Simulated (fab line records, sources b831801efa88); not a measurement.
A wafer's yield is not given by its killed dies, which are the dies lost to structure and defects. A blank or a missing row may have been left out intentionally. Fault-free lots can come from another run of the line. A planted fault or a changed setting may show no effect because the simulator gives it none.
What tool caused it? :: flow gf180mcu :: 39 wafers from 13 lots sampled at 6 of the route's 602 steps

## WHAT THE GAUGES SHOWED, per wafer
GF_STI_THK_MEAS_02.
lot: L981
measured: day 1 16:56
on: film metro-02
STI_OXIDATION_THK (nm): 9.93 9.97 9.94

lot: L982
measured: day 1 21:31
on: film metro-04
STI_OXIDATION_THK (nm): 10.19 10.22 10.12

lot: L985
measured: day 2 13:40
on: film metro-03
STI_OXIDATION_THK (nm): 10.13 10.11 9.93

lot: L986
measured: day 2 18:14
on: film metro-03
STI_OXIDATION_THK (nm): 10.05 9.94 9.91

lot: L988
measured: day 3 03:35
on: film metro-02
STI_OXIDATION_THK (nm): 9.96 10.04 9.84

lot: L989
measured: day 3 08:32
on: film metro-02
STI_OXIDATION_THK (nm): 9.85 9.93 9.91

lot: L995
measured: day 4 14:32
on: film metro-03
STI_OXIDATION_THK (nm): 9.81 10.07 9.88

lot: L997
measured: day 5 01:28
on: film metro-02
STI_OXIDATION_THK (nm): 10.07 10.09 10.10

lot: L998
measured: day 5 05:38
on: film metro-02
STI_OXIDATION_THK (nm): 10.05 10.19 9.95

lot: L999
measured: day 5 10:59
on: film metro-02
STI_OXIDATION_THK (nm): 9.99 9.79 9.93

lot: L100
measured: day 5 15:32
on: film metro-03
STI_OXIDATION_THK (nm): 10.19 10.04 10.29

lot: L101
measured: day 5 20:31
on: film metro-02
STI_OXIDATION_THK (nm): 10.41 10.41 10.46

lot: L103
measured: day 6 07:02
on: film metro-02
STI_OXIDATION_THK (nm): 10.16 9.84 10.07

GF_VT_IMPLANT_OVL_MEAS_18.
lot: L981
measured: day 6 16:53
on: overlay-01
VT_IMPLANT_01_OVL (nm): -2.8 -2.4 -2.0

lot: L982
measured: day 6 18:41
on: overlay-02
VT_IMPLANT_01_OVL (nm): 0.6 1.0 0.7

lot: L985
measured: day 7 14:32
on: overlay-01
VT_IMPLANT_01_OVL (nm): 0.2 -2.9 -2.7

lot: L986
measured: day 8 01:59
on: overlay-02
VT_IMPLANT_01_OVL (nm): -1.1 -0.6 -0.3

lot: L988
measured: day 8 10:32
on: overlay-01
VT_IMPLANT_01_OVL (nm): 2.8 1.4 0.1

lot: L989
measured: day 8 12:26
on: overlay-01
VT_IMPLANT_01_OVL (nm): 0.5 0.5 0.7

lot: L995
measured: day 10 04:48
on: overlay-02
VT_IMPLANT_01_OVL (nm): -2.2 -1.8 -3.7

lot: L997
measured: day 10 18:56
on: overlay-02
VT_IMPLANT_01_OVL (nm): -1.2 0.3 0.7

lot: L998
measured: day 10 23:56
on: overlay-02
VT_IMPLANT_01_OVL (nm): -1.0 -0.9 -2.9

lot: L999
measured: day 11 04:32
on: overlay-02
VT_IMPLANT_01_OVL (nm): -1.7 -0.4 -1.1

lot: L100
measured: day 11 10:12
on: overlay-02
VT_IMPLANT_01_OVL (nm): -3.1 -2.0 -4.1

lot: L101
measured: day 11 19:35
on: overlay-02
VT_IMPLANT_01_OVL (nm): 0.3 -1.4 1.3

lot: L103
measured: day 12 05:51
on: overlay-01
VT_IMPLANT_01_OVL (nm): -2.7 -0.6 -0.8

GF_VT_IMPLANT_OVL_MEAS_29.
lot: L981
measured: day 7 07:36
on: overlay-02
VT_IMPLANT_02_OVL (nm): -1.2 -0.5 -3.6

lot: L982
measured: day 7 09:47
on: overlay-02
VT_IMPLANT_02_OVL (nm): -1.5 -1.3 -2.4

lot: L985
measured: day 8 07:05
on: overlay-02
VT_IMPLANT_02_OVL (nm): -1.4 0.3 -0.9

lot: L986
measured: day 8 18:35
on: overlay-02
VT_IMPLANT_02_OVL (nm): -3.5 -2.2 -1.3

lot: L988
measured: day 9 03:08
on: overlay-01
VT_IMPLANT_02_OVL (nm): -3.8 -2.2 -2.0

lot: L989
measured: day 9 05:30
on: overlay-02
VT_IMPLANT_02_OVL (nm): 1.0 0.3 -0.3

lot: L995
measured: day 10 23:38
on: overlay-01
VT_IMPLANT_02_OVL (nm): - - -

lot: L997
measured: day 11 11:01
on: overlay-01
VT_IMPLANT_02_OVL (nm): 0.0 -1.1 -0.9

lot: L998
measured: day 11 17:59
on: overlay-02
VT_IMPLANT_02_OVL (nm): -1.7 -0.2 -0.9

lot: L999
measured: day 12 00:02
on: overlay-02
VT_IMPLANT_02_OVL (nm): -0.4 -0.6 1.3

lot: L100
measured: day 12 05:47
on: overlay-02
VT_IMPLANT_02_OVL (nm): 0.1 -1.7 -0.8

lot: L101
measured: day 12 15:41
on: overlay-02
VT_IMPLANT_02_OVL (nm): -0.4 -1.5 1.5

lot: L103
measured: day 13 02:05
on: overlay-02
VT_IMPLANT_02_OVL (nm): -2.6 -0.4 -2.1

GF_VT_IMPLANT_TW_MEAS_32.
lot: L981
measured: day 7 07:53
on: film metro-02
VT_IMPLANT_3_TW: 265.3 267.0 265.8

lot: L982
measured: day 7 10:04
on: film metro-01
VT_IMPLANT_3_TW: 267.0 265.1 266.7

lot: L985
measured: day 8 07:22
on: film metro-02
VT_IMPLANT_3_TW: 265.6 266.5 264.1

lot: L986
measured: day 8 18:52
on: film metro-02
VT_IMPLANT_3_TW: 265.0 266.1 265.3

lot: L988
measured: day 9 03:25
on: film metro-02
VT_IMPLANT_3_TW: 265.1 266.1 265.8

lot: L989
measured: day 9 05:48
on: film metro-04
VT_IMPLANT_3_TW: 271.7 271.2 272.4

lot: L995
measured: day 10 23:56
on: film metro-01
VT_IMPLANT_3_TW: 29.8 29.8 29.7

lot: L997
measured: day 11 11:19
on: film metro-04
VT_IMPLANT_3_TW: 269.9 270.3 269.1

lot: L998
measured: day 11 18:16
on: film metro-01
VT_IMPLANT_3_TW: 266.0 267.4 266.6

lot: L999
measured: day 12 00:19
on: film metro-01
VT_IMPLANT_3_TW: 266.7 265.4 265.3

lot: L100
measured: day 12 06:05
on: film metro-04
VT_IMPLANT_3_TW: 271.0 270.7 270.6

lot: L101
measured: day 12 15:59
on: film metro-02
VT_IMPLANT_3_TW: 266.3 267.6 267.0

lot: L103
measured: day 13 02:23
on: film metro-04
VT_IMPLANT_3_TW: 271.3 270.0 270.7

GF_PSD_OVL_MEAS_08.
lot: L981
measured: day 14 15:35
on: overlay-01
PSD_OVL (nm): 0.2 -1.3 0.1

lot: L982
measured: day 14 20:53
on: overlay-01
PSD_OVL (nm): 1.6 0.9 0.3

lot: L985
measured: day 15 22:31
on: overlay-01
PSD_OVL (nm): 1.3 2.1 2.2

lot: L986
measured: day 16 21:23
on: overlay-02
PSD_OVL (nm): 1.1 0.0 -0.5

lot: L988
measured: day 17 01:20
on: overlay-02
PSD_OVL (nm): -1.3 0.2 0.7

lot: L989
measured: day 17 01:58
on: overlay-01
PSD_OVL (nm): 0.7 1.9 2.3

lot: L997
measured: day 20 05:17
on: overlay-02
PSD_OVL (nm): 0.8 -0.5 0.1

lot: L998
measured: day 20 11:34
on: overlay-01
PSD_OVL (nm): 2.1 1.0 3.0

lot: L999
measured: day 20 23:08
on: overlay-01
PSD_OVL (nm): 1.5 2.0 2.0

lot: L100
measured: day 21 09:00
on: overlay-01
PSD_OVL (nm): -0.8 -1.9 -0.7

lot: L101
measured: day 21 16:41
on: overlay-01
PSD_OVL (nm): 1.9 0.3 1.3

lot: L103
measured: day 22 05:52
on: overlay-01
PSD_OVL (nm): 0.5 0.1 1.1

## WHICH TOOL RAN EACH LOT (tool, then ch and the chambers of the sampled wafers, then the start)
lot: L981
GF_VT_IMPLANT_EXPOSE_26: iline stepper-01 ch 0, day 7 00:25

lot: L982
GF_VT_IMPLANT_EXPOSE_26: iline stepper-02 ch 0, day 7 02:23

lot: L985
GF_VT_IMPLANT_EXPOSE_26: iline stepper-02 ch 0, day 7 22:27

lot: L986
GF_VT_IMPLANT_EXPOSE_26: iline stepper-01 ch 0, day 8 11:16

lot: L988
GF_VT_IMPLANT_EXPOSE_26: iline stepper-02 ch 0, day 8 18:27

lot: L989
GF_VT_IMPLANT_EXPOSE_26: iline stepper-01 ch 0, day 8 20:40

lot: L995
GF_VT_IMPLANT_EXPOSE_26: iline stepper-02 ch 0, day 10 15:11

lot: L997
GF_VT_IMPLANT_EXPOSE_26: iline stepper-02 ch 0, day 11 02:46

lot: L998
GF_VT_IMPLANT_EXPOSE_26: iline stepper-02 ch 0, day 11 07:44

lot: L999
GF_VT_IMPLANT_EXPOSE_26: iline stepper-01 ch 0, day 11 14:28

lot: L100
GF_VT_IMPLANT_EXPOSE_26: iline stepper-01 ch 0, day 11 20:31

lot: L101
GF_VT_IMPLANT_EXPOSE_26: iline stepper-02 ch 0, day 12 04:55

lot: L103
GF_VT_IMPLANT_EXPOSE_26: iline stepper-02 ch 0, day 12 17:12
- GF_VT_IMPLANT_EXPOSE_26: exposes mask LVPWELL HV AREA, target cd 860 nm.

## AS READ BY THE TOOLS THEMSELVES (means over the sampled wafers that have a number; for cases with no such wafer, the mark the record gives instead)
The record holds no such reading with a usual standard deviation.

## THE ANSWER, worked out from the rows above alone
Rule: usual is defined by the lots themselves. The widest of any qualifying gaps counts: lots, ordered by their means at a reading, are off when they make up no more than a third of the lots, leave a main group of 4 or more, and stand apart from it by 3 or more times the standard deviation of that group's means. Not used: any main group whose means are identical at the precision the tables above print for the reading. Also off: a lot with no number at a reading for which 4 or more lots have one. Where the step has rows for the other lots, those lots are counted as sound. The gauges are gone through in route order, then the tools' own readings, and for those a lot's mean is taken as printed above. At the first step where some lot is off, the reading lying furthest off is the one used; lots without a number count as furthest.
Off: L995, seen at GF_VT_IMPLANT_OVL_MEAS_29 (VT_IMPLANT_02_OVL). Without a number there: L995. Mean -1.1 nm and standard deviation 0.92 in the main group.
A tool fits if, at a process step before that reading, it ran every lot that is off, and no sound lot after the first of them. Not tried: the gauges at GF_VT_IMPLANT_OVL_MEAS_29; whatever is off there is also off at GF_VT_IMPLANT_TW_MEAS_32, on other tools, and gauge error can't account for it. No candidate that was tried fits.

## WHAT THE SIMULATOR HAD INSERTED
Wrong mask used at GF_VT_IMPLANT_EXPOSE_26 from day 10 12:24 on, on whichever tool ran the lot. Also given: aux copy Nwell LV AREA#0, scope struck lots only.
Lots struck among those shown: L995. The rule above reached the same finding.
